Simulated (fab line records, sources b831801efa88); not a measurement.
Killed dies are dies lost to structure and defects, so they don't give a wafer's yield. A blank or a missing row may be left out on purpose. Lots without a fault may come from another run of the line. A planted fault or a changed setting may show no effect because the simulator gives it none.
fab line records | flow sky130 | part 1 of 2: steps 1 to 27 of 37
record lots=5 wafers=15 last_day=50
route steps=708 shown NWELL@64 PWDE@84 VT_ADJUST_HVTP@85 VT_ADJUST_LVTN@97
lots that met no fault: from a run of the same line without faults
start_h: hours from the record's first day to the start of the lot's first wafer shown | wait_h: hours since the lot's step before | " the same as in the row above | L1.1+2: a row that stands for several wafers | - no value, or no start given | * or withheld: withheld | < > ~ a bound
route shown NAME@n: a module of which the file shows steps, and the number in the route of the first | usual: mean/standard deviation of fault-free wafers | same: alike in all rows | chamber/n: place in a boat | sites: the reading at each site | _std_site: their standard deviation | _edge_site: outer sites' mean less inner sites' | radius_mm: how far each site lies from the wafer's centre | mask NAME#n: copy n | behind: the tool/chamber that last shaped the wafer | hold: why the lot was held/for how many hours/how that ended | device: the transistor (n, p or np) that didn't switch | end of line: the same wafers' tests at the end of the route | a step without rows: its recipe alone | killed: dies lost to structure and defects at the first sort, not the wafer's yield | map: a wafer's dies, x killed, . not, _ none there
set.NAME: the setting as run; set.NAME@STEP: as run at that earlier step | model.NAME: the simulator's own value behind a step, which no gauge read
lots at some steps of the route; a table a step, a row a wafer
services: from which hour (start_h, from the record's first day; less than 0 if before it) a tool's chamber was out of use, for how many hours, and why
## steps
# step SKY_NWELL_IMPLANT_11
# recipe species=P energy_kev=400 dose_cm2=1.9e+13 tilt_deg=withheld
# usual beam_on_s=9.98/0.22
# columns lot.wafer tool chamber start_h wait_h beam_on_s
L085.4 implanter-01 0 153.73 0.1 10.25
L085.5 " 0 " " 9.72
L085.6 " 0 " " 9.60
L089.1 implanter-04 0 179.81 0.0 10.08
L089.3 " 0 " " 9.67
L089.4 " 0 " " 9.86
L091.2 implanter-03 0 185.43 0.0 9.61
L091.3 " 0 " " 10.39
L091.6 " 0 " " 10.06
L094.1 implanter-04 0 204.51 0.0 10.05
L094.2 " 0 " " 10.63
L094.5 " 0 " " 10.13
L095.1 implanter-01 0 211.16 0.0 9.58
L095.4 " 0 " " 9.84
L095.5 " 0 " " 9.93
# step SKY_NWELL_IMPLANT_12
# recipe species=P energy_kev=120 dose_cm2=1.3e+12 tilt_deg=withheld
# usual beam_on_s=10.03/0.22
# columns lot.wafer tool chamber start_h wait_h beam_on_s
L085.4 implanter-01 0 153.88 0.1 10.09
L085.5 " 0 " " 10.12
L085.6 " 0 " " 10.22
L089.1 implanter-04 0 179.96 0.1 10.08
L089.3 " 0 " " 9.94
L089.4 " 0 " " 10.00
L091.2 implanter-03 0 185.58 0.1 9.97
L091.3 " 0 " " 10.40
L091.6 " 0 " " 9.95
L094.1 implanter-04 0 204.66 0.1 10.14
L094.2 " 0 " " 10.34
L094.5 " 0 " " 9.92
L095.1 implanter-01 0 211.31 0.1 10.12
L095.4 " 0 " " 9.80
L095.5 " 0 " " 9.97
# step SKY_NWELL_IMPLANT_13
# recipe species=P energy_kev=50 dose_cm2=7e+11 tilt_deg=withheld
# usual beam_on_s=9.98/0.19
# columns lot.wafer tool chamber start_h wait_h beam_on_s
L085.4 implanter-01 0 154.03 0.1 10.00
L085.5 " 0 " " 9.90
L085.6 " 0 " " 10.18
L089.1 implanter-04 0 180.11 0.1 9.95
L089.3 " 0 " " 9.71
L089.4 " 0 " " 10.33
L091.2 implanter-03 0 185.73 0.1 9.75
L091.3 " 0 " " 10.17
L091.6 " 0 " " 10.01
L094.1 implanter-04 0 204.81 0.1 9.76
L094.2 " 0 " " 10.06
L094.5 " 0 " " 9.69
L095.1 implanter-01 0 211.46 0.1 10.19
L095.4 " 0 " " 9.50
L095.5 " 0 " " 9.77
# step SKY_NWELL_STRIP_14
# recipe chemistry=O2/N2 power_w=1400 pressure_mtorr=1500 platen_temp_c=withheld o2_flow_sccm=3000 n2_flow_sccm=300 overash_fraction=0.5
# usual drypump_motor_current_A=5.42/0.3 oes_product_au=0.722/0.0044 strip_time_to_endpoint_s=36.91/0.096
# columns lot.wafer tool chamber start_h wait_h drypump_motor_current_A oes_product_au rf_hours_counter_h strip_time_to_endpoint_s
L085.4 plasma_asher-02 1 154.14 0.1 5.88 0.728 - 37.10
L085.5 " 1 " " 5.87 0.726 - 36.95
L085.6 " 0 " " 5.13 0.722 - 36.87
L089.1 plasma_asher-02 1 180.26 0.1 5.87 0.721 49 37.00
L089.3 " 1 " " 5.86 0.718 - 36.94
L089.4 " 0 " " 5.15 0.726 - 36.90
L091.2 plasma_asher-01 1 185.85 0.1 5.21 0.717 47 36.89
L091.3 " 0 " " 5.56 0.716 - 36.80
L091.6 " 1 " " 5.23 0.734 - 36.95
L094.1 plasma_asher-04 1 204.96 0.1 5.64 0.719 40 36.71
L094.2 " 0 " " 5.09 0.724 40 36.84
L094.5 " 1 " " 5.66 0.730 - 36.87
L095.1 plasma_asher-02 1 211.61 0.1 5.88 0.723 52 36.82
L095.4 " 0 " " 5.14 0.721 - 36.82
L095.5 " 0 " " 5.19 0.713 - 36.86
# step SKY_NWELL_TW_MEAS_15
# usual NWELL_TW=1817/10
# columns lot.wafer tool chamber start_h wait_h NWELL_TW
L085.4 film_metro-02 - 154.23 0.1 1834
L085.5 " - " " 1838
L085.6 " - " " 1838
L089.1 film_metro-03 - 180.36 0.1 1802
L089.3 " - " " 1809
L089.4 " - " " 1804
L091.2 film_metro-03 - 185.96 0.1 1810
L091.3 " - " " 1801
L091.6 " - " " 1804
L094.1 film_metro-03 - 205.06 0.1 1810
L094.2 " - " " 1817
L094.5 " - " " 1809
L095.1 film_metro-02 - 211.71 0.1 1836
L095.4 " - " " 1824
L095.5 " - " " 1833
# step SKY_NWELL_DEHYDRATE_16
# recipe temp_c=200 time_s=60
# usual plate_temp_C=199.99/0.15
# same time_s=60
# columns lot.wafer tool chamber start_h wait_h plate_temp_C
L085.4 litho_track-02 0 164.04 9.8 199.90
L085.5 " 0 " " 199.85
L085.6 " 0 " " 200.14
L089.1 litho_track-01 0 189.53 9.2 200.03
L089.3 " 0 " " 200.38
L089.4 " 0 " " 200.25
L091.2 litho_track-02 0 195.14 9.2 199.99
L091.3 " 0 " " 200.15
L091.6 " 0 " " 199.99
L094.1 litho_track-02 0 215.77 10.7 200.01
L094.2 " 0 " " 200.13
L094.5 " 0 " " 200.03
L095.1 litho_track-03 0 221.74 10.0 200.13
L095.4 " 0 " " 200.37
L095.5 " 0 " " 200.18
# step SKY_NWELL_HMDS_17
# recipe prime_time_s=60 prime_temp_c=120
# columns lot.wafer tool chamber start_h wait_h
L085.4+5+6 litho_track-02 0 164.19 0.1
L089.1+3+4 litho_track-01 0 189.68 0.1
L091.2+3+6 litho_track-02 0 195.29 0.1
L094.1+2+5 litho_track-02 0 215.92 0.1
L095.1+4+5 litho_track-03 0 221.89 0.1
# step SKY_NWELL_COAT_18
# recipe spin_rpm=2000 resist_thk_nm=3000
# columns lot.wafer tool chamber start_h wait_h
L085.4+5+6 litho_track-02 0 164.34 0.1
L089.1+3+4 litho_track-01 0 189.83 0.1
L091.2+3+6 litho_track-02 0 195.44 0.1
L094.1+2+5 litho_track-02 0 216.07 0.1
L095.1+4+5 litho_track-03 0 222.04 0.1
# step SKY_NWELL_SOFTBAKE_19
# recipe temp_c=110 time_s=withheld
# usual plate_temp_C=110.01/0.14
# columns lot.wafer tool chamber start_h wait_h plate_temp_C
L085.4 litho_track-02 0 164.52 0.1 110.16
L085.5 " 0 " " 109.97
L085.6 " 0 " " 109.98
L089.1 litho_track-01 0 189.98 0.1 109.90
L089.3 " 0 " " 109.99
L089.4 " 0 " " 110.04
L091.2 litho_track-02 0 195.60 0.1 110.13
L091.3 " 0 " " 110.04
L091.6 " 0 " " 110.17
L094.1 litho_track-02 0 216.22 0.1 109.99
L094.2 " 0 " " 109.91
L094.5 " 0 " " 109.91
L095.1 litho_track-03 0 222.19 0.1 109.97
L095.4 " 0 " " 109.94
L095.5 " 0 " " 109.84
# step SKY_NWELL_EXPOSE_20
# recipe mask_id=NWM_COMPLEMENT na=0.6 source_shape=conventional sigma_outer=0.6 polarization=unpolarized target_cd_nm=840 dose_mj=260
# usual reticle_temp_C=23.00/0.11
# columns lot.wafer tool chamber start_h wait_h mask reticle_temp_C
L085.4 iline_stepper-02 0 - - NWM_COMPLEMENT#0 23.04
L085.5 " 0 " " NWM_COMPLEMENT#0 22.98
L085.6 " 0 " " NWM_COMPLEMENT#0 22.84
L089.1 iline_stepper-01 0 - - NWM_COMPLEMENT#0 23.12
L089.3 " 0 " " NWM_COMPLEMENT#0 23.04
L089.4 " 0 " " NWM_COMPLEMENT#0 22.96
L091.2 iline_stepper-01 0 - - NWM_COMPLEMENT#0 22.93
L091.3 " 0 " " NWM_COMPLEMENT#0 23.08
L091.6 " 0 " " NWM_COMPLEMENT#0 23.02
L094.1 iline_stepper-01 0 - - NWM_COMPLEMENT#0 23.19
L094.2 " 0 " " NWM_COMPLEMENT#0 23.02
L094.5 " 0 " " NWM_COMPLEMENT#0 23.00
L095.1 iline_stepper-02 0 - - NWM_COMPLEMENT#0 22.99
L095.4 " 0 " " NWM_COMPLEMENT#0 22.90
L095.5 " 0 " " NWM_COMPLEMENT#0 22.99
# step SKY_NWELL_PEB_21
# recipe temp_c=115 time_s=withheld
# usual plate_temp_C=115.00/0.13
# columns lot.wafer tool chamber start_h wait_h plate_temp_C
L085.4 litho_track-02 0 - - 114.86
L085.5 " 0 " " 114.93
L085.6 " 0 " " 114.92
L089.1 litho_track-03 0 - - 115.09
L089.3 " 0 " " 114.77
L089.4 " 0 " " 114.93
L091.2 litho_track-01 0 - - 115.04
L091.3 " 0 " " 114.91
L091.6 " 0 " " 114.89
L094.1 litho_track-01 0 - - 114.90
L094.2 " 0 " " 114.85
L094.5 " 0 " " 114.92
L095.1 litho_track-03 0 - - 115.23
L095.4 " 0 " " 114.90
L095.5 " 0 " " 114.92
# step SKY_NWELL_DEVELOP_22
# recipe wall_angle_deg=90 developer=TMAH develop_time_s=60 dev_temp_c=23
# columns lot.wafer tool chamber start_h wait_h
L085.4+5+6 litho_track-02 0 - -
L089.1+3+4 litho_track-03 0 - -
L091.2+3+6 litho_track-01 0 - -
L094.1+2+5 litho_track-01 0 - -
L095.1+4+5 litho_track-03 0 - -
# step SKY_NWELL_OVL_MEAS_23
# usual NWELL_01_OVL=0.6/1.2
# columns lot.wafer tool chamber start_h wait_h NWELL_01_OVL[nm]
L085.4 overlay-01 - 174.54 - -0.5
L085.5 " - " " -0.4
L085.6 " - " " 0.1
L089.1 overlay-01 - 199.89 - 2.3
L089.3 " - " " 2.5
L089.4 " - " " 0.2
L091.2 overlay-02 - 207.78 - 1.1
L091.3 " - " " -0.2
L091.6 " - " " -0.4
L094.1 overlay-02 - 226.68 - 0.8
L094.2 " - " " 0.6
L094.5 " - " " 1.4
L095.1 overlay-01 - 234.59 - 1.9
L095.4 " - " " 0.4
L095.5 " - " " -0.3
# step SKY_NWELL_IMPLANT_24
# recipe species=B energy_kev=137.9 dose_cm2=9.2e+12 tilt_deg=withheld
# usual beam_on_s=10.00/0.2
# columns lot.wafer tool chamber start_h wait_h beam_on_s
L085.4 implanter-03 0 174.63 0.1 10.03
L085.5 " 0 " " 9.98
L085.6 " 0 " " 9.87
L089.1 implanter-01 0 199.92 0.0 9.59
L089.3 " 0 " " 9.92
L089.4 " 0 " " 10.04
L091.2 implanter-04 0 207.84 0.0 10.15
L091.3 " 0 " " 9.89
L091.6 " 0 " " 10.27
L094.1 implanter-03 0 226.71 0.0 9.87
L094.2 " 0 " " 10.26
L094.5 " 0 " " 9.89
L095.1 implanter-04 0 234.62 0.0 9.87
L095.4 " 0 " " 10.24
L095.5 " 0 " " 10.08
# step SKY_NWELL_STRIP_25
# recipe chemistry=O2/N2 power_w=1400 pressure_mtorr=1500 platen_temp_c=withheld o2_flow_sccm=3000 n2_flow_sccm=300 overash_fraction=0.5
# usual drypump_motor_current_A=5.40/0.29 oes_product_au=0.722/0.0042 strip_time_to_endpoint_s=36.90/0.093
# columns lot.wafer tool chamber start_h wait_h drypump_motor_current_A oes_product_au rf_hours_counter_h strip_time_to_endpoint_s
L085.4 plasma_asher-04 1 174.74 0.1 5.64 0.720 - 36.91
L085.5 " 0 " " 5.12 0.723 - 36.97
L085.6 " 1 " " 5.66 0.725 - 36.95
L089.1 plasma_asher-04 0 200.07 0.1 5.08 0.722 40 36.89
L089.3 " 0 " " 5.11 0.724 - 36.89
L089.4 " 1 " " 5.66 0.721 - 36.98
L091.2 plasma_asher-02 1 207.96 0.1 5.87 0.723 52 36.87
L091.3 " 0 " " 5.15 0.723 - 36.74
L091.6 " 0 " " 5.18 0.719 - 36.81
L094.1 plasma_asher-02 1 226.86 0.1 5.87 0.723 54 36.92
L094.2 " 0 " " 5.14 0.729 54 36.91
L094.5 " 1 " " 5.87 0.719 - 36.89
L095.1 plasma_asher-04 0 234.77 0.1 5.05 0.720 43 37.08
L095.4 " 0 " " 5.06 0.721 - 36.93
L095.5 " 0 " " 5.06 0.725 - 36.90
# step SKY_NWELL_TW_MEAS_26
# usual NWELL_2_TW=495/3.5
# columns lot.wafer tool chamber start_h wait_h NWELL_2_TW
L085.4 film_metro-03 - 174.83 0.1 491
L085.5 " - " " 489
L085.6 " - " " 488
L089.1 film_metro-03 - 200.17 0.1 492
L089.3 " - " " 491
L089.4 " - " " 493
L091.2 film_metro-02 - 208.07 0.1 499
L091.3 " - " " 499
L091.6 " - " " 495
L094.1 film_metro-02 - 226.96 0.1 494
L094.2 " - " " 497
L094.5 " - " " 495
L095.1 film_metro-03 - 234.87 0.1 491
L095.4 " - " " 491
L095.5 " - " " 493
# step SKY_NWELL_CLEAN_27
# recipe chemistry=SC1/SC2 mix=1:4:20 temp_c=70 time_s=150 dry=n2_spin
# usual bath_heat_duty_pct=13.1/1.4
# same time_s=150
# columns lot.wafer tool chamber start_h wait_h bath_heat_duty_pct
L085.4 wet_bench-03 3 174.86 0.0 14.2
L085.5 " 3 " " 16.1
L085.6 " 3 " " 13.8
L089.1 wet_bench-02 1 200.23 0.1 11.6
L089.3 " 1 " " 11.9
L089.4 " 1 " " 11.7
L091.2 wet_bench-02 3 208.12 0.0 11.2
L091.3 " 3 " " 11.7
L091.6 " 3 " " 11.3
L094.1 wet_bench-02 2 227.02 0.1 11.9
L094.2 " 2 " " 13.4
L094.5 " 2 " " 13.2
L095.1 wet_bench-02 0 234.93 0.1 13.8
L095.4 " 0 " " 13.8
L095.5 " 0 " " 13.4
# step SKY_NWELL_RTA_28
# recipe temp_c=1050 time_s=30 idle_temp_c=650 ramp_up_c_per_s=150 ramp_down_c_per_s=90 ambient=N2
# usual anneal_temp_c_max=1056.7/2.5 lamp_power_pct=25.31/0.052 wafer_temp_C_max=1055.0/1
# same time_s=30
# columns lot.wafer tool chamber start_h wait_h anneal_temp_c_max lamp_power_pct wafer_temp_C_max
L085.4 rtp_anneal-02 0 174.96 0.1 1054.7 25.27 1053.7
L085.5 " 0 " " 1054.6 25.25 1056.3
L085.6 " 0 " " 1055.5 25.35 1053.6
L089.1 rtp_anneal-02 0 200.28 0.0 1053.9 25.31 1056.9
L089.3 " 0 " " 1054.1 25.29 1054.1
L089.4 " 0 " " 1054.0 25.33 1055.6
L091.2 rtp_anneal-01 0 208.19 0.0 1060.6 25.26 1055.4
L091.3 " 0 " " 1059.9 25.32 1053.6
L091.6 " 0 " " 1059.6 25.39 1054.5
L094.1 rtp_anneal-01 0 227.07 0.0 1056.0 25.34 1053.6
L094.2 " 0 " " 1056.2 25.29 1054.0
L094.5 " 0 " " 1059.0 25.26 1054.7
L095.1 rtp_anneal-02 0 234.99 0.0 1055.5 25.33 1055.5
L095.4 " 0 " " 1054.4 25.34 1056.5
L095.5 " 0 " " 1054.2 25.37 1054.7
# step SKY_NWELL_RS_MEAS_29
# recipe thk_meas_gauge=four-point-probe
# usual NWELL_RS=625.1/1.6
# columns lot.wafer tool chamber start_h wait_h NWELL_RS[ohm/sq]
L085.4 film_metro-01 - 175.07 0.1 623.8
L085.5 " - " " 625.8
L085.6 " - " " 624.8
L089.1 film_metro-02 - 200.38 0.1 623.7
L089.3 " - " " 624.3
L089.4 " - " " 622.9
L091.2 film_metro-01 - 208.30 0.1 623.7
L091.3 " - " " 624.0
L091.6 " - " " 623.5
L094.1 film_metro-01 - 227.17 0.1 623.7
L094.2 " - " " 623.4
L094.5 " - " " 622.4
L095.1 film_metro-01 - 235.09 0.1 624.3
L095.4 " - " " 624.8
L095.5 " - " " 626.1
# step SKY_NWELL_RS_MEAS_31
# recipe thk_meas_gauge=four-point-probe
# usual PWDE_RS=5358/23
# columns lot.wafer tool chamber start_h wait_h PWDE_RS[ohm/sq]
L085.4 film_metro-01 - 175.31 0.1 5392
L085.5 " - " " 5383
L085.6 " - " " 5382
L089.1 film_metro-02 - 200.62 0.1 5365
L089.3 " - " " 5348
L089.4 " - " " 5371
L091.2 film_metro-01 - 208.54 0.1 5332
L091.3 " - " " 5353
L091.6 " - " " 5329
L094.1 film_metro-01 - 227.41 0.1 5381
L094.2 " - " " 5385
L094.5 " - " " 5365
L095.1 film_metro-01 - 235.33 0.1 5389
L095.4 " - " " 5378
L095.5 " - " " 5381
# step SKY_VT_ADJUST_HVTP_DEHYDRATE_00
# recipe temp_c=200 time_s=60
# usual plate_temp_C=200.00/0.14
# same time_s=60
# columns lot.wafer tool chamber start_h wait_h plate_temp_C
L085.4 litho_track-01 0 184.10 8.8 199.88
L085.5 " 0 " " 199.70
L085.6 " 0 " " 199.79
L089.1 litho_track-04 0 212.24 11.6 199.75
L089.3 " 0 " " 199.89
L089.4 " 0 " " 199.90
L091.2 litho_track-01 0 219.15 10.6 200.08
L091.3 " 0 " " 200.02
L091.6 " 0 " " 200.18
L094.1 litho_track-01 0 237.98 10.5 200.16
L094.2 " 0 " " 200.09
L094.5 " 0 " " 200.20
L095.1 litho_track-02 0 246.47 11.1 200.01
L095.4 " 0 " " 200.10
L095.5 " 0 " " 199.97
# step SKY_VT_ADJUST_HVTP_HMDS_01
# recipe prime_time_s=60 prime_temp_c=120
# columns lot.wafer tool chamber start_h wait_h
L085.4+5+6 litho_track-01 0 184.25 0.1
L089.1+3+4 litho_track-04 0 212.39 0.1
L091.2+3+6 litho_track-01 0 219.30 0.1
L094.1+2+5 litho_track-01 0 238.13 0.1
L095.1+4+5 litho_track-02 0 246.62 0.1
# step SKY_VT_ADJUST_HVTP_COAT_02
# recipe resist=NOVOLAK spin_rpm=3000 resist_thk_nm=1140
# columns lot.wafer tool chamber start_h wait_h
L085.4+5+6 litho_track-01 0 184.40 0.1
L089.1+3+4 litho_track-04 0 212.54 0.1
L091.2+3+6 litho_track-01 0 219.45 0.1
L094.1+2+5 litho_track-01 0 238.28 0.1
L095.1+4+5 litho_track-02 0 246.77 0.1
# step SKY_VT_ADJUST_HVTP_SOFTBAKE_03
# recipe temp_c=90 time_s=60 resist=NOVOLAK
# usual plate_temp_C=90.00/0.13
# same time_s=60
# columns lot.wafer tool chamber start_h wait_h plate_temp_C
L085.4 litho_track-01 0 184.55 0.1 90.21
L085.5 " 0 " " 90.11
L085.6 " 0 " " 90.29
L089.1 litho_track-04 0 212.69 0.1 90.10
L089.3 " 0 " " 89.99
L089.4 " 0 " " 90.02
L091.2 litho_track-01 0 219.60 0.1 90.18
L091.3 " 0 " " 90.26
L091.6 " 0 " " 90.00
L094.1 litho_track-01 0 238.43 0.1 90.02
L094.2 " 0 " " 90.01
L094.5 " 0 " " 90.07
L095.1 litho_track-02 0 246.92 0.1 90.07
L095.4 " 0 " " 90.13
L095.5 " 0 " " 90.07
# step SKY_VT_ADJUST_HVTP_EXPOSE_04
# recipe mask_id=HVTPM na=0.6 source_shape=conventional sigma_outer=0.6 polarization=unpolarized target_cd_nm=380 dose_mj=140
# usual reticle_temp_C=22.98/0.093
# columns lot.wafer tool chamber start_h wait_h mask reticle_temp_C
L085.4 iline_stepper-02 0 - - HVTPM#0 22.93
L085.5 " 0 " " HVTPM#0 22.99
L085.6 " 0 " " HVTPM#0 22.97
L089.1 iline_stepper-02 0 - - HVTPM#0 22.98
L089.3 " 0 " " HVTPM#0 22.80
L089.4 " 0 " " HVTPM#0 22.75
L091.2 iline_stepper-01 0 - - HVTPM#0 23.06
L091.3 " 0 " " HVTPM#0 23.05
L091.6 " 0 " " HVTPM#0 22.99
L094.1 iline_stepper-01 0 - - HVTPM#0 22.83
L094.2 " 0 " " HVTPM#0 22.96
L094.5 " 0 " " HVTPM#0 23.16
L095.1 iline_stepper-01 0 - - HVTPM#0 23.10
L095.4 " 0 " " HVTPM#0 22.99
L095.5 " 0 " " HVTPM#0 22.88
# step SKY_VT_ADJUST_HVTP_PEB_05
# recipe temp_c=withheld time_s=* resist=NOVOLAK
# same time_s=*
# columns lot.wafer tool chamber start_h wait_h
L085.4+5+6 litho_track-04 0 - -
L089.1+3+4 litho_track-02 0 - -
L091.2+3+6 litho_track-04 0 - -
L094.1+2+5 litho_track-02 0 - -
L095.1+4+5 litho_track-02 0 - -
# step SKY_VT_ADJUST_HVTP_DEVELOP_06
# recipe resist=NOVOLAK developer=TMAH develop_time_s=60 dev_temp_c=23
# columns lot.wafer tool chamber start_h wait_h
L085.4+5+6 litho_track-04 0 194.56 0.1
L089.1+3+4 litho_track-02 0 223.37 0.1
L091.2+3+6 litho_track-04 0 230.71 0.1
L094.1+2+5 litho_track-02 0 250.22 0.1
L095.1+4+5 litho_track-02 0 258.97 0.1
